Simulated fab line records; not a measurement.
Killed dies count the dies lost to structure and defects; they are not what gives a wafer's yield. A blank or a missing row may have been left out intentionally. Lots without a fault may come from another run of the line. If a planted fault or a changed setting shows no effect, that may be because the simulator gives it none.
fab line records | flow sky130
record: lots: 7 | wafers: 21 | lastDay: 50
route steps=708 shown SONOS_TUNNEL@158 SONOS_ONO@168 PAD_OPEN@708
lots that met no fault: from a run of the same line without faults
startH: hours from the record's opening day to when the first of the lot's shown wafers began | waitH: hours from the lot's prior step to this one | " same as the row above | L1.1+2: a single row standing in for several wafers | - no value, or no start given | * or withheld: withheld | < > ~ a bound
route shown NAME@n: a module of which the file shows steps, and the number in the route of the first | usual: average and standard deviation across the fault-free wafers | same: alike in all rows | chamber/n: place in a boat | sites: per-site readings | _std_site: the standard deviation of these | _edge_site: the outer-site mean with the inner-site mean subtracted | radiusMm: for every site, how far away it sits from the centre of the wafer | mask NAME#n: copy n | behind: the tool/chamber that last shaped the wafer | hold: what put the lot on hold/how long, in hours/how the hold closed | device: the n, p or np transistor that did not switch | end of line: tests run on the same wafers once the route is complete | for a step that has no rows: nothing shown but its recipe | killed: dies lost to structure and defects at the first sort, not the wafer's yield | map: dies across one wafer; x = killed, . = not, _ = none there
set.NAME: the setting that was run; set.NAME@STEP: the one run at that earlier step | model.NAME: the simulator's own value behind a step, which no gauge read
lots seen at some steps along the route; tables by step, rows by wafer
services: when a tool's chamber went out of use (startH, in hours from the record's first day, below 0 if earlier), for how many hours, and the reason
== steps ==
step: SKY_SONOS_TUNNEL_EXPOSE_04
recipe: maskId: TUNM | na: 0.6 | sourceShape: conventional | sigmaOuter: 0.6 | polarization: unpolarized | targetCdNm: 410 | doseMj: 136
step: SKY_SONOS_TUNNEL_PEB_05
recipe: tempC: withheld | timeS: * | resist: NOVOLAK
step: SKY_SONOS_TUNNEL_DEVELOP_06
recipe: resist: NOVOLAK | developer: TMAH | developTimeS: 60 | devTempC: 23
step: SKY_SONOS_TUNNEL_CD_MEAS_07
recipe: targetCdNm: 410
usual: cdNm: 409.5/2.6
lot.wafer | tool     | chamber | startH | waitH | cdNm
L856.1    | cdSem-01 | -       | 261.91 | 0.1   | 415.6
L856.2    | "        | -       | "      | "     | 414.8
L856.5    | "        | -       | "      | "     | 414.5
L865.1    | cdSem-02 | -       | 338.75 | 0.1   | 412.3
L865.3    | "        | -       | "      | "     | 413.2
L865.6    | "        | -       | "      | "     | 412.9
L864.3    | cdSem-01 | -       | 343.56 | 0.1   | 408.9
L864.4    | "        | -       | "      | "     | 412.7
L864.5    | "        | -       | "      | "     | 409.9
L866.1    | cdSem-02 | -       | 346.90 | 0.1   | 406.7
L866.2    | "        | -       | "      | "     | 406.4
L866.6    | "        | -       | "      | "     | 406.3
L874.1    | cdSem-02 | -       | 414.97 | 0.1   | 407.3
L874.3    | "        | -       | "      | "     | 406.4
L874.6    | "        | -       | "      | "     | 406.3
L876.1    | cdSem-02 | -       | 421.20 | 0.1   | 411.2
L876.3    | "        | -       | "      | "     | 409.1
L876.5    | "        | -       | "      | "     | 410.7
L875.1    | cdSem-01 | -       | 422.26 | 0.1   | 410.1
L875.3    | "        | -       | "      | "     | 411.1
L875.5    | "        | -       | "      | "     | 407.5
step: SKY_SONOS_TUNNEL_OVL_MEAS_08
usual: SONOS_TUNNEL_OVL: -0.5/1.3
lot.wafer | tool       | chamber | startH | waitH | SONOS_TUNNEL_OVL[nm]
L856.1    | overlay-02 | -       | 262.03 | 0.1   | -0.3
L856.2    | "          | -       | "      | "     | -0.8
L856.5    | "          | -       | "      | "     | -0.6
L865.1    | overlay-01 | -       | 338.87 | 0.1   | 2.0
L865.3    | "          | -       | "      | "     | 0.5
L865.6    | "          | -       | "      | "     | 1.1
L864.3    | overlay-02 | -       | 343.65 | 0.1   | 1.6
L864.4    | "          | -       | "      | "     | 0.1
L864.5    | "          | -       | "      | "     | 1.6
L866.1    | overlay-01 | -       | 347.02 | 0.1   | -1.7
L866.2    | "          | -       | "      | "     | 0.5
L866.6    | "          | -       | "      | "     | -1.2
L874.1    | overlay-01 | -       | 415.09 | 0.1   | -0.5
L874.3    | "          | -       | "      | "     | 0.1
L874.6    | "          | -       | "      | "     | 0.3
L876.1    | overlay-01 | -       | 421.32 | 0.1   | -2.5
L876.3    | "          | -       | "      | "     | -1.7
L876.5    | "          | -       | "      | "     | -2.5
L875.1    | overlay-02 | -       | 422.38 | 0.1   | -0.9
L875.3    | "          | -       | "      | "     | 0.1
L875.5    | "          | -       | "      | "     | -0.4
step: SKY_SONOS_TUNNEL_IMPLANT_09
recipe: species: B | energyKev: 20 | doseCm2: 1e+12 | tiltDeg: withheld
step: SKY_SONOS_TUNNEL_WET_ETCH_10
recipe: chemistry: dHF | targetDepthNm: 14 | target: SiO2 | dilution: 100:1 | tempC: 25 | timeS: 280
step: SKY_SONOS_TUNNEL_STRIP_11
recipe: chemistry: SPM | timeS: 600 | tempC: 130
step: SKY_SONOS_TUNNEL_TW_MEAS_12
usual: SONOS_TUNNEL_TW: 197.0/1.4
lot.wafer | tool         | chamber | startH | waitH | SONOS_TUNNEL_TW
L856.1    | filmMetro-03 | -       | 262.48 | 0.0   | 195.8
L856.2    | "            | -       | "      | "     | 195.5
L856.5    | "            | -       | "      | "     | 195.7
L865.1    | filmMetro-04 | -       | 339.32 | 0.0   | 199.0
L865.3    | "            | -       | "      | "     | 197.3
L865.6    | "            | -       | "      | "     | 199.0
L864.3    | filmMetro-03 | -       | 344.10 | 0.0   | 196.2
L864.4    | "            | -       | "      | "     | 197.8
L864.5    | "            | -       | "      | "     | 197.5
L866.1    | filmMetro-03 | -       | 347.47 | 0.0   | 197.0
L866.2    | "            | -       | "      | "     | 197.2
L866.6    | "            | -       | "      | "     | 197.4
L874.1    | filmMetro-03 | -       | 415.56 | 0.0   | 198.6
L874.3    | "            | -       | "      | "     | 198.0
L874.6    | "            | -       | "      | "     | 197.9
L876.1    | filmMetro-01 | -       | 421.79 | 0.0   | 194.6
L876.3    | "            | -       | "      | "     | 195.2
L876.5    | "            | -       | "      | "     | 195.3
L875.1    | filmMetro-01 | -       | 422.84 | 0.0   | 196.0
L875.3    | "            | -       | "      | "     | 195.7
L875.5    | "            | -       | "      | "     | 194.8
step: SKY_SONOS_TUNNEL_CLEAN_13
recipe: chemistry: dHF | timeS: 20 | dilution: 100:1 | dry: ipaMarangoni
step: SKY_SONOS_ONO_OXIDATION_00
recipe: tempC: 800 | ambient: O2 | idleTempC: 700 | rampUpCPerMin: 10 | rampDownCPerMin: 3 | stabiliseS: 600 | purgeS: 300 | targetThkA: 26 | oxTimeS: 1249
step: SKY_SONOS_ONO_THK_MEAS_01
recipe: reads: SiO2_of_SONOS_ONO_OXIDATION_00
usual: SONOS_ONO_OXIDATION_THK: 2.62/0.049
lot.wafer | tool         | chamber | startH | waitH | SONOS_ONO_OXIDATION_THK[nm]
L856.1    | filmMetro-03 | -       | 264.59 | 0.0   | 2.59
L856.2    | "            | -       | "      | "     | 2.55
L856.5    | "            | -       | "      | "     | 2.60
L865.1    | filmMetro-02 | -       | 340.80 | 0.0   | 2.54
L865.3    | "            | -       | "      | "     | 2.60
L865.6    | "            | -       | "      | "     | 2.62
L864.3    | filmMetro-03 | -       | 345.53 | 0.0   | 2.68
L864.4    | "            | -       | "      | "     | 2.62
L864.5    | "            | -       | "      | "     | 2.62
L866.1    | filmMetro-03 | -       | 348.89 | 0.0   | 2.69
L866.2    | "            | -       | "      | "     | 2.62
L866.6    | "            | -       | "      | "     | 2.63
L874.1    | filmMetro-04 | -       | 417.25 | 0.0   | 2.64
L874.3    | "            | -       | "      | "     | 2.67
L874.6    | "            | -       | "      | "     | 2.61
L875.1    | filmMetro-04 | -       | 424.44 | 0.0   | 2.52
L875.3    | "            | -       | "      | "     | 2.67
L875.5    | "            | -       | "      | "     | 2.68
L876.1    | filmMetro-02 | -       | 424.44 | 0.0   | 2.61
L876.3    | "            | -       | "      | "     | 2.57
L876.5    | "            | -       | "      | "     | 2.66
step: SKY_SONOS_ONO_CVD_02
recipe: material: Si3N4 | precursor: DCS/NH3 | targetThkNm: 10.5 | tempC: 770 | timeS: 180 | pressureMtorr: 250
usual: pressureMtorr: 250.1/0.53 | spikeTcCentreC: 771.4/1.1 | susceptorTempC: 770.0/0.33 | zonePowerTopPct: 24.9/0.42
lot.wafer | tool     | chamber | startH | waitH | pressureMtorr | spikeTcCentreC | susceptorTempC | zonePowerTopPct | model.Si3N4_of_SONOS_ONO_CVD_02.thkNm
L856.1    | lpcvd-02 | 1       | 267.19 | 2.6   | 250.4         | 770.2          | 769.5          | 25.5            | 10.41
L856.2    | "        | 1       | "      | "     | 251.2         | 771.4          | 769.6          | 25.2            | 10.36
L856.5    | "        | 1       | "      | "     | 250.7         | 770.3          | 769.8          | 25.3            | 10.38
L865.1    | lpcvd-02 | 0       | 345.18 | 4.4   | 300.3         | 772.3          | 770.0          | 24.9            | 11.09
L865.3    | "        | 0       | "      | "     | 299.5         | 772.4          | 770.2          | 24.4            | 11.16
L865.6    | "        | 0       | "      | "     | 300.3         | 772.0          | 770.5          | 24.2            | 11.09
L864.3    | lpcvd-02 | 0       | 346.23 | 0.7   | 299.4         | 771.8          | 770.3          | 24.7            | 10.81
L864.4    | "        | 0       | "      | "     | 299.8         | 771.3          | 770.3          | 23.9            | 10.77
L864.5    | "        | 0       | "      | "     | 299.4         | 772.7          | 770.5          | 24.5            | 10.91
L866.1    | lpcvd-02 | 1       | 350.55 | 1.6   | 300.1         | 769.5          | 770.5          | 25.7            | 11.21
L866.2    | "        | 1       | "      | "     | 300.8         | 770.6          | 769.8          | 25.0            | 11.16
L866.6    | "        | 1       | "      | "     | 300.9         | 770.7          | 770.5          | 24.7            | 11.19
L874.1    | lpcvd-02 | 1       | 419.69 | 2.4   | 249.4         | 770.5          | 770.0          | 25.0            | 10.55
L874.3    | "        | 1       | "      | "     | 249.2         | 770.8          | 770.2          | 25.4            | 10.37
L874.6    | "        | 1       | "      | "     | 249.4         | 770.0          | 770.5          | 25.4            | 10.51
L875.1    | lpcvd-02 | 0       | 426.01 | 1.6   | 250.1         | 772.5          | 769.6          | 24.4            | 10.54
L875.3    | "        | 0       | "      | "     | 250.7         | 772.1          | 770.0          | 24.3            | 10.33
L875.5    | "        | 0       | "      | "     | 250.2         | 772.1          | 769.9          | 25.2            | 10.44
L876.1    | lpcvd-02 | 0       | 426.01 | 1.6   | 250.7         | 771.6          | 769.5          | 24.1            | 10.49
L876.3    | "        | 0       | "      | "     | 250.4         | 772.9          | 769.9          | 24.8            | 10.47
L876.5    | "        | 0       | "      | "     | 250.7         | 773.2          | 770.2          | 24.4            | 10.45
step: SKY_SONOS_ONO_THK_MEAS_03
recipe: reads: Si3N4_of_SONOS_ONO_CVD_02
usual: SONOS_ONO_CVD_02_THK: 10.49/0.15
lot.wafer | tool         | chamber | startH | waitH | SONOS_ONO_CVD_02_THK[nm]
L856.1    | filmMetro-03 | -       | 268.76 | 0.0   | 10.41
L856.2    | "            | -       | "      | "     | 10.33
L856.5    | "            | -       | "      | "     | 10.40
L865.1    | filmMetro-03 | -       | 346.23 | 0.0   | 11.01
L865.3    | "            | -       | "      | "     | 11.16
L865.6    | "            | -       | "      | "     | 11.06
L864.3    | filmMetro-02 | -       | 347.30 | 0.0   | 10.87
L864.4    | "            | -       | "      | "     | 10.81
L864.5    | "            | -       | "      | "     | 10.88
L866.1    | filmMetro-02 | -       | 351.60 | 0.0   | 11.20
L866.2    | "            | -       | "      | "     | 11.17
L866.6    | "            | -       | "      | "     | 11.25
L874.1    | filmMetro-03 | -       | 421.26 | 0.0   | 10.60
L874.3    | "            | -       | "      | "     | 10.37
L874.6    | "            | -       | "      | "     | 10.53
L875.1    | filmMetro-03 | -       | 427.59 | 0.0   | 10.51
L875.3    | "            | -       | "      | "     | 10.35
L875.5    | "            | -       | "      | "     | 10.49
L876.1    | filmMetro-04 | -       | 427.59 | 0.0   | 10.52
L876.3    | "            | -       | "      | "     | 10.45
L876.5    | "            | -       | "      | "     | 10.47
step: SKY_SONOS_ONO_CVD_04
recipe: material: SiO2 | precursor: SiH4/N2O | targetThkNm: 5.7199 | tempC: 900 | pressureMtorr: 400
step: SKY_PAD_OPEN_PROBE_99
usual: killed_at_M0_to_M3: 43/6.8 | killed_at_M4_up: 3.0/1.8 | killedAtContacts: 23/5.4 | killedAtFrontEnd: 15/4.4 | killedAtOther: 0.3/0.51 | killedDies: 85/9.2 | killedOpen: 47/6.8 | killedShort: 39/6.8
same: grossDies: 492 | killedAtBackSide: 0
lot.wafer | tool      | chamber | startH  | waitH | killed_at_M0_to_M3 | killed_at_M4_up | killedAtContacts | killedAtFrontEnd | killedAtOther | killedDies | killedOpen | killedShort | model.etest.capOno.gateLog10ACm2 | model.etest.capOno.toxAccNm | model.etest.sonosProgrammed.vtV | model.etest.sonosErased.vtV | model.etest.sonosBaked.vtV
L856.1    | prober-02 | -       | 1084.48 | 0.1   | 49                 | 5               | 23               | 16               | 0             | 93         | 49         | 44          | -7.871                           | 12.92                       | 1.51                            | -2.288                      | 1.01
L856.2    | prober-02 | -       | 1084.53 | 0.1   | 52                 | 1               | 11               | 20               | 0             | 84         | 49         | 35          | -7.815                           | 12.76                       | 1.512                           | -2.362                      | 1
L856.5    | prober-02 | -       | 1084.68 | 0.2   | 36                 | 4               | 23               | 14               | 1             | 78         | 35         | 43          | -8.041                           | 12.96                       | 1.449                           | -2.264                      | 0.9169
L865.1    | prober-01 | -       | 1144.43 | 0.1   | 42                 | 5               | 20               | 22               | 0             | 89         | 53         | 36          | -8.301                           | 13.1                        | 1.316                           | -2.207                      | 0.8649
L865.3    | prober-01 | -       | 1144.53 | 0.2   | 40                 | 3               | 27               | 15               | 0             | 85         | 55         | 30          | -8.222                           | 13.14                       | 1.356                           | -2.2                        | 0.8991
L865.6    | prober-01 | -       | 1144.68 | 0.2   | 47                 | 3               | 25               | 11               | 0             | 86         | 43         | 43          | -8.11                            | 13.1                        | 1.386                           | -2.218                      | 0.893
L864.3    | prober-01 | -       | 1147.17 | 0.2   | 43                 | 1               | 22               | 25               | 0             | 91         | 48         | 43          | -8.176                           | 13.12                       | 1.382                           | -2.177                      | 0.8633
L864.4    | prober-01 | -       | 1147.22 | 0.2   | 38                 | 4               | 26               | 18               | 0             | 86         | 43         | 43          | -8.102                           | 13.06                       | 1.414                           | -2.259                      | 0.8823
L864.5    | prober-01 | -       | 1147.27 | 0.2   | 46                 | 1               | 24               | 13               | 0             | 84         | 46         | 38          | -8.17                            | 13.1                        | 1.375                           | -2.216                      | 0.9274
L866.1    | prober-02 | -       | 1152.29 | 0.1   | 43                 | 7               | 17               | 7                | 0             | 74         | 47         | 27          | -8.397                           | 13.26                       | 1.243                           | -2.128                      | 0.8874
L866.2    | prober-02 | -       | 1152.34 | 0.1   | 38                 | 4               | 27               | 17               | 0             | 86         | 44         | 42          | -8.466                           | 13.35                       | 1.219                           | -2.119                      | 0.8393
L866.6    | prober-02 | -       | 1152.54 | 0.2   | 50                 | 4               | 26               | 14               | 1             | 95         | 46         | 49          | -8.393                           | 13.21                       | 1.294                           | -2.155                      | 0.8475
L874.1    | prober-02 | -       | 1191.54 | 0.1   | 51                 | 2               | 19               | 18               | 0             | 90         | 56         | 34          | -8.107                           | 12.96                       | 1.458                           | -2.286                      | 0.9362
L874.3    | prober-02 | -       | 1191.64 | 0.2   | 34                 | 0               | 23               | 21               | 0             | 78         | 45         | 33          | -7.947                           | 13.01                       | 1.444                           | -2.257                      | 0.9531
L874.6    | prober-02 | -       | 1191.79 | 0.2   | 46                 | 3               | 21               | 7                | 0             | 77         | 41         | 36          | -7.835                           | 12.82                       | 1.533                           | -2.314                      | 0.9941
L876.1    | prober-01 | -       | 1194.13 | 0.1   | 37                 | 6               | 22               | 9                | 1             | 75         | 38         | 37          | -7.737                           | 12.75                       | 1.545                           | -2.345                      | 0.9855
L876.3    | prober-01 | -       | 1194.23 | 0.2   | 34                 | 3               | 17               | 10               | 1             | 65         | 49         | 16          | -7.828                           | 12.82                       | 1.533                           | -2.307                      | 0.9882
L876.5    | prober-01 | -       | 1194.33 | 0.2   | 47                 | 4               | 22               | 12               | 0             | 85         | 45         | 40          | -7.78                            | 12.81                       | 1.49                            | -2.352                      | 0.9452
L875.1    | prober-02 | -       | 1197.87 | 0.1   | 46                 | 3               | 27               | 10               | 0             | 86         | 50         | 36          | -7.888                           | 12.81                       | 1.455                           | -2.321                      | 0.9605
L875.3    | prober-02 | -       | 1197.97 | 0.2   | 45                 | 6               | 22               | 13               | 0             | 86         | 47         | 39          | -7.875                           | 12.83                       | 1.493                           | -2.316                      | 0.991
L875.5    | prober-02 | -       | 1198.07 | 0.2   | 40                 | 0               | 35               | 14               | 0             | 89         | 57         | 32          | -8.065                           | 12.96                       | 1.498                           | -2.245                      | 0.9671
killed by level:class
L856.1 CONTACT:geometricParticle:open=11 VIA2:geometricParticle:open=10 VIA1:geometricParticle:open=9 METAL2:geometricParticle:short=7 CONTACT:geometricParticle:short=6 VIA2:geometricParticle:short=6 FIELD_ISO:geometricParticle:open=5 METAL4:geometricParticle:short=5
L856.2 VIA3:geometricParticle:open=12 VIA2:geometricParticle:open=10 VIA1:geometricParticle:open=7 FIELD_ISO:geometricParticle:open=5 POLY_GATE:geometricParticle:short=5 POLY_GATE:geometricParticle:open=5 METAL1:geometricParticle:short=5 VIA1:geometricParticle:short=4
L856.5 CONTACT:geometricParticle:open=8 LI_CONTACT:geometricParticle:open=7 METAL1:geometricParticle:short=7 VIA1:geometricParticle:open=7 FIELD_ISO:geometricParticle:short=6 VIA1:geometricParticle:short=6 VIA3:geometricParticle:open=5 METAL4:geometricParticle:short=4
L865.1 VIA1:geometricParticle:open=11 FIELD_ISO:geometricParticle:short=9 VIA2:geometricParticle:open=9 CONTACT:geometricParticle:open=8 FIELD_ISO:geometricParticle:open=5 POLY_GATE:geometricParticle:open=5 LI_CONTACT:geometricParticle:open=5 METAL1:geometricParticle:short=5
L865.3 VIA2:geometricParticle:open=11 LI_CONTACT:geometricParticle:open=10 CONTACT:geometricParticle:open=9 FIELD_ISO:geometricParticle:open=8 VIA3:geometricParticle:open=5 POLY_GATE:geometricParticle:open=4 VIA1:geometricParticle:open=4 CONTACT:geometricParticle:short=4
L865.6 LI_CONTACT:geometricParticle:open=10 VIA1:geometricParticle:open=10 METAL2:geometricParticle:short=7 CONTACT:geometricParticle:open=7 VIA1:geometricParticle:short=7 CONTACT:geometricParticle:short=6 VIA3:geometricParticle:short=6 VIA2:geometricParticle:open=6
L864.3 VIA3:geometricParticle:open=10 CONTACT:geometricParticle:short=8 POLY_GATE:geometricParticle:open=7 POLY_GATE:geometricParticle:short=6 VIA2:geometricParticle:open=6 CONTACT:geometricParticle:open=6 METAL1:geometricParticle:short=5 VIA1:geometricParticle:open=5
L864.4 VIA1:geometricParticle:open=10 CONTACT:geometricParticle:open=8 POLY_GATE:geometricParticle:short=7 CONTACT:geometricParticle:short=7 LI_CONTACT:geometricParticle:open=7 POLY_GATE:geometricParticle:open=5 METAL1:geometricParticle:short=5 METAL2:geometricParticle:short=5
L864.5 LI_CONTACT:geometricParticle:open=10 VIA2:geometricParticle:open=10 VIA1:geometricParticle:open=8 METAL1:geometricParticle:short=7 CONTACT:geometricParticle:open=6 POLY_GATE:geometricParticle:short=5 METAL3:geometricParticle:short=5 LOCAL_INTERCONNECT:geometricParticle:short=4
L866.1 VIA1:geometricParticle:open=15 VIA3:geometricParticle:open=7 METAL2:geometricParticle:short=6 LI_CONTACT:geometricParticle:open=6 METAL4:geometricParticle:short=5 METAL2:geometricParticle:open=5 CONTACT:geometricParticle:short=4 FIELD_ISO:geometricParticle:open=3
L866.2 VIA1:geometricParticle:open=10 LI_CONTACT:geometricParticle:open=7 LI_CONTACT:geometricParticle:short=6 CONTACT:geometricParticle:open=6 VIA1:geometricParticle:short=6 POLY_GATE:geometricParticle:short=5 VIA3:geometricParticle:open=5 FIELD_ISO:geometricParticle:open=4
L866.6 VIA1:geometricParticle:open=11 METAL1:geometricParticle:short=9 VIA2:geometricParticle:open=8 CONTACT:geometricParticle:open=6 LI_CONTACT:geometricParticle:short=6 LOCAL_INTERCONNECT:geometricParticle:short=6 METAL2:geometricParticle:short=6 LI_CONTACT:geometricParticle:open=5
L874.1 VIA1:geometricParticle:open=16 CONTACT:geometricParticle:open=11 VIA2:geometricParticle:open=7 VIA1:geometricParticle:short=6 FIELD_ISO:geometricParticle:open=5 POLY_GATE:geometricParticle:open=5 POLY_GATE:geometricParticle:short=5 LI_CONTACT:geometricParticle:open=5
L874.3 CONTACT:geometricParticle:open=8 VIA1:geometricParticle:open=7 FIELD_ISO:geometricParticle:short=6 LI_CONTACT:geometricParticle:open=5 VIA2:geometricParticle:open=5 VIA2:geometricParticle:short=5 FIELD_ISO:geometricParticle:open=4 POLY_GATE:geometricParticle:short=4
L874.6 VIA1:geometricParticle:open=9 VIA1:geometricParticle:short=8 METAL2:geometricParticle:short=8 CONTACT:geometricParticle:open=7 VIA2:geometricParticle:open=6 VIA3:geometricParticle:open=6 METAL1:geometricParticle:short=5 LI_CONTACT:geometricParticle:open=5
L876.1 CONTACT:geometricParticle:open=9 VIA1:geometricParticle:short=8 METAL1:geometricParticle:short=7 VIA1:geometricParticle:open=7 LI_CONTACT:geometricParticle:open=6 METAL4:geometricParticle:short=5 VIA3:geometricParticle:open=5 POLY_GATE:geometricParticle:open=4
L876.3 VIA1:geometricParticle:open=17 LI_CONTACT:geometricParticle:open=7 CONTACT:geometricParticle:open=4 METAL2:geometricParticle:open=4 FIELD_ISO:geometricParticle:open=3 VIA2:geometricParticle:open=3 VIA3:geometricParticle:open=3 FIELD_ISO:geometricParticle:short=2
L876.5 VIA1:geometricParticle:open=13 CONTACT:geometricParticle:open=10 METAL1:geometricParticle:short=8 LI_CONTACT:geometricParticle:open=7 VIA1:geometricParticle:short=6 VIA3:geometricParticle:short=6 METAL3:geometricParticle:short=4 FIELD_ISO:geometricParticle:open=3
L875.1 VIA3:geometricParticle:open=12 CONTACT:geometricParticle:open=11 VIA1:geometricParticle:open=11 VIA2:geometricParticle:open=8 FIELD_ISO:geometricParticle:short=5 LI_CONTACT:geometricParticle:short=4 LI_CONTACT:geometricParticle:open=4 LOCAL_INTERCONNECT:geometricParticle:short=4
L875.3 VIA2:geometricParticle:open=10 CONTACT:geometricParticle:open=9 VIA1:geometricParticle:open=6 METAL2:geometricParticle:short=6 VIA3:geometricParticle:open=6 CONTACT:geometricParticle:short=5 METAL1:geometricParticle:short=5 LOCAL_INTERCONNECT:geometricParticle:short=4
L875.5 LI_CONTACT:geometricParticle:open=11 VIA1:geometricParticle:open=9 CONTACT:geometricParticle:open=8 VIA2:geometricParticle:open=8 CONTACT:geometricParticle:short=6 LOCAL_INTERCONNECT:geometricParticle:short=5 VIA3:geometricParticle:open=5 FIELD_ISO:geometricParticle:open=4
== services ==
tool     | chamber | startH | hours | kind
lpcvd-02 | -       | 389.64 | 2.8   | pm
== key ==
firstSign: step: SKY_SONOS_ONO_CVD_02 | reading: pressureMtorr | direction: up | sigmas: 95 | usual: 250.1 | struck: 300.0
effect: step: SKY_SONOS_ONO_THK_MEAS_03 | reading: SONOS_ONO_CVD_02_THK | direction: up | sigmas: 3.7 | usual: 10.49 | struck: 11.05
modelEffect: step: SKY_SONOS_ONO_CVD_02 | value: Si3N4_of_SONOS_ONO_CVD_02.thkNm | without: 10.45 | struck: 11.04
modelEffect: step: SKY_PAD_OPEN_PROBE_99 | value: etest.capOno.gateLog10ACm2 | without: -7.869 | struck: -8.26
metAt SKY_SONOS_ONO_CVD_02
struckWafers L864.3,L864.4,L864.5,L865.1,L865.3,L865.6,L866.1,L866.2,L866.6
testerLeftOut L864,L865,L866
onsetBetween 267.19 345.18
fault: kind: processParameterDrift | tool: lpcvd-02 | chamber: - | onsetH: 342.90 | steps: SKY_SONOS_ONO_CVD_02 | channel: pressureMtorr | offset: 50 | shape: step | endH: 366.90 | actsIn: theseRecipesOnly | stated: 250
testerLeftOut: of these lots the tester's yield and bins aren't shown, on N5 and GAA mostly nor the transistor test; their killed dies are dies lost to structure and defects alone, not to doping, threshold or leakage, so they don't give the yield
